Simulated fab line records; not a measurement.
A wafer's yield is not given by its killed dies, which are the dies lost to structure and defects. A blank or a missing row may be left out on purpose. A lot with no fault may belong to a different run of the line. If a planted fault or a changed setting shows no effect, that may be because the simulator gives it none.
A lot that was struck, set against a sound lot | flow sky130 | 15 steps out of a route of 708
Sound: the wafers L292.1, L292.2, L292.3. Struck: wafer L300.4; the same lot's L300.2 was not struck, so it is left out; see the end for the cause.
Per side, at each step with rows, come the tool, then ch with its chambers, and then its first start. Under that, the readings that differ: sound wafers | struck wafers | difference of the means | sigmas: that difference in standard deviations of wafers without a fault.
alike: readings with means less than 2 such deviations apart, plus words and numbers identical on both sides. not compared: withheld readings, readings lacking a value on some wafer, bounds such as >300 that could conceal the same value, and numbers that have no deviation in the record and whose values overlap.
Wherever a step has rows on one side only, a row that says differs or no value, or a row with sigmas, the two part there. When numbers do not overlap yet have no deviation, they are printed without sigmas and do not part them. Lack of a reading on every wafer of one side parts them only where that side has two or more wafers.

SKY_GATE_OXIDE_OVL_MEAS_10:
  struck on overlay-02, day 18 08:43; sound on overlay-01, day 15 05:46
  alike: GATE_OXIDE_OVL
then, 2 steps without rows for these wafers: SKY_GATE_OXIDE_IMPLANT_11; SKY_GATE_OXIDE_WET_ETCH_12 (etches SiO2 in dHF, target depth 16.8 nm, time 336 s).
SKY_GATE_OXIDE_STRIP_13: strips in O2/N2.
  sound on plasma_asher-04 ch 0,1, day 15 06:03; struck on plasma_asher-03 ch 1, day 18 08:59
  alike: drypump_motor_current_A, oes_product_au, strip_time_to_endpoint_s
  not compared: rf_hours_counter_h
SKY_GATE_OXIDE_TW_MEAS_14:
  struck on film_metro-03, day 18 09:06; sound on film_metro-04, day 15 06:09
  reading       | sound             | struck | difference | sigmas
  GATE_OXIDE_TW | 225.6 224.1 224.4 | 229.4  | +4.7       | +3
then, 3 steps without rows for these wafers: SKY_GATE_OXIDE_CLEAN_15 (cleans in SC1/SC2, time 150 s); SKY_GATE_OXIDE_OXIDATION_16 (stabilise 600 s, purge 300 s, target thk 3.57 nm); SKY_POLY_GATE_CVD_00 (deposits poly-Si, target thk 180 nm, time 720 s).
SKY_POLY_GATE_THK_MEAS_01:
  struck on film_metro-03, day 18 11:56; sound on film_metro-01, day 15 08:59
  reading                   | sound             | struck | difference | sigmas
  POLY_GATE_CVD_00_THK (nm) | 184.5 183.4 183.5 | 179.0  | -4.8       | -3
then, 3 steps without rows for these wafers: SKY_RES_PROTECT_DEHYDRATE_00 (time 60 s); SKY_RES_PROTECT_HMDS_01 (prime time 60 s); SKY_RES_PROTECT_COAT_02 (resist thk 1140 nm).
SKY_RES_PROTECT_SOFTBAKE_03: time 60 s.
  sound on litho_track-02 ch 0, day 15 22:42; struck on litho_track-02 ch 0, day 19 02:38
  reading                  | sound             | struck | difference | sigmas
  heater_power_total_W (W) | 56.62 56.62 56.57 | 58.94  | +2.34      | +56
  run_length_s (s)         | 88.90 88.88 88.98 | 82.55  | -6.37      | -53
then, 1 step without rows for these wafers: SKY_RES_PROTECT_EXPOSE_04 (exposes mask RPM, target cd 1270 nm).
-- a jump in the record: the struck wafers' starts before and after are 30 days apart (it breaks off in module RES_PROTECT and resumes in module PAD_OPEN, where the first step shown is number 708 of the route) --
SKY_PAD_OPEN_PROBE_99:
  struck on prober-02, day 48 23:10; sound on prober-02, day 47 06:38
  reading         | sound | struck | difference | sigmas
  killed_at_M4_up | 3 3 6 | 8      | +4         | +2
  alike: killed_at_M0_to_M3, killed_at_contacts, killed_at_front_end, killed_at_other, killed_dies, killed_open, killed_short

== WHERE THEY PART ==
At SKY_GATE_OXIDE_TW_MEAS_14 first; at SKY_PAD_OPEN_PROBE_99 last (within this record only).

WHY: whatever the simulator had introduced
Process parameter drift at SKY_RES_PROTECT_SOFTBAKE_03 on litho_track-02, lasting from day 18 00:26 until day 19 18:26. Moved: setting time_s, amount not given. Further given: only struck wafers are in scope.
